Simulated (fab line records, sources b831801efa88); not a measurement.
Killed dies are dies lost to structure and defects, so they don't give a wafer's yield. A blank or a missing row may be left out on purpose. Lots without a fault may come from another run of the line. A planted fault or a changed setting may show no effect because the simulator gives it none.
Tool commonality check | flow sky130 | 14 lots, 42 wafers sampled

WHY IT WAS OPENED
At SKY_SONOS_ONO_THK_MEAS_05 the reading SONOS_ONO_CVD_04_THK is flagged on 3 of 14 lots. Wafers without a fault read 5.75 nm, standard deviation 0.13.
Rule: a lot is flagged when every wafer of it that has a number lies more than 4 standard deviations from that mean, or none has a number. The other lots count as sound.

lot  | measured     | on            | SONOS_ONO_CVD_04_THK (nm), wafer by wafer | flag
L217 | day 11 07:40 | film_metro-03 | 5.54 5.70 5.67                            |
L218 | day 11 18:11 | film_metro-02 | 5.56 5.43 5.55                            |
L219 | day 12 03:08 | film_metro-01 | 5.59 5.63 5.74                            |
L221 | day 12 20:13 | film_metro-02 | 5.69 5.75 5.64                            |
L222 | day 13 05:47 | film_metro-01 | 5.85 5.68 5.86                            |
L223 | day 13 20:32 | film_metro-02 | 5.69 5.74 5.77                            |
L224 | day 14 00:11 | film_metro-03 | 5.72 5.69 5.70                            |
L226 | day 15 06:28 | film_metro-03 | 5.70 5.70 5.70                            |
L227 | day 15 11:57 | film_metro-02 | 5.89 5.80 5.91                            |
L228 | day 15 15:17 | film_metro-03 | 5.80 5.72 5.63                            |
L229 | day 16 03:07 | film_metro-02 | 5.66 5.84 5.80                            |
L234 | day 17 15:35 | film_metro-02 | 7.18 7.28 7.19                            | FLAGGED
L235 | day 17 21:50 | film_metro-03 | 6.86 6.90 6.98                            | FLAGGED
L236 | day 18 01:18 | film_metro-03 | 6.93 6.94 6.96                            | FLAGGED
The numbers of the flagged lots are 7.02 nm on average: +1.27 nm against the usual, or +10 standard deviations.

WHICH TOOL RAN EACH LOT
The record holds 1 process step before the reading, out of a route of 708 steps. In each cell: the tool, then ch and the chambers that the sampled wafers went through, then the start.
lot  | flag    | SKY_SONOS_ONO_CVD_04
L217 |         | lpcvd-03 ch 1, day 11 06:25
L218 |         | lpcvd-03 ch 0, day 11 16:56
L219 |         | lpcvd-03 ch 1, day 12 01:53
L221 |         | lpcvd-03 ch 0, day 12 18:56
L222 |         | lpcvd-03 ch 1, day 13 04:32
L223 |         | lpcvd-03 ch 0, day 13 19:16
L224 |         | lpcvd-03 ch 1, day 13 22:18
L226 |         | lpcvd-03 ch 1, day 15 05:13
L227 |         | lpcvd-03 ch 0, day 15 10:42
L228 |         | lpcvd-03 ch 0, day 15 14:02
L229 |         | lpcvd-03 ch 0, day 16 00:17
L234 | FLAGGED | lpcvd-03 ch 0, day 17 14:19
L235 | FLAGGED | lpcvd-03 ch 1, day 17 20:35
L236 | FLAGGED | lpcvd-03 ch 1, day 18 00:03
What these steps do:
- SKY_SONOS_ONO_CVD_04: deposits SiO2 from SiH4/N2O, target thk 5.7199 nm.
- SKY_SONOS_ONO_THK_MEAS_05

FLAGGED OVER TOTAL, TOOL BY TOOL (the gauges that took the reading come last)
step                      | tool          | lots run | flagged | share of the flagged lots | sound lots run after its first flagged lot
SKY_SONOS_ONO_CVD_04      | lpcvd-03      | 14       | 3       | all                       | 0
SKY_SONOS_ONO_THK_MEAS_05 | film_metro-01 | 2        | 0       | none                      | -
SKY_SONOS_ONO_THK_MEAS_05 | film_metro-02 | 6        | 1       | some                      | 0
SKY_SONOS_ONO_THK_MEAS_05 | film_metro-03 | 6        | 2       | some                      | 0

WHAT THE TABLE ALLOWS
1 row of the table ran every flagged lot: lpcvd-03 at SKY_SONOS_ONO_CVD_04.
- lpcvd-03 at SKY_SONOS_ONO_CVD_04: 3 of its 14 lots flagged. Its last sound lot is L229 (day 16 00:17), its first flagged lot L234 (day 17 14:19): a fault that began between those two fits.
One tool is left: lpcvd-03 at SKY_SONOS_ONO_CVD_04.

WHAT THE SIMULATOR HAD PUT IN
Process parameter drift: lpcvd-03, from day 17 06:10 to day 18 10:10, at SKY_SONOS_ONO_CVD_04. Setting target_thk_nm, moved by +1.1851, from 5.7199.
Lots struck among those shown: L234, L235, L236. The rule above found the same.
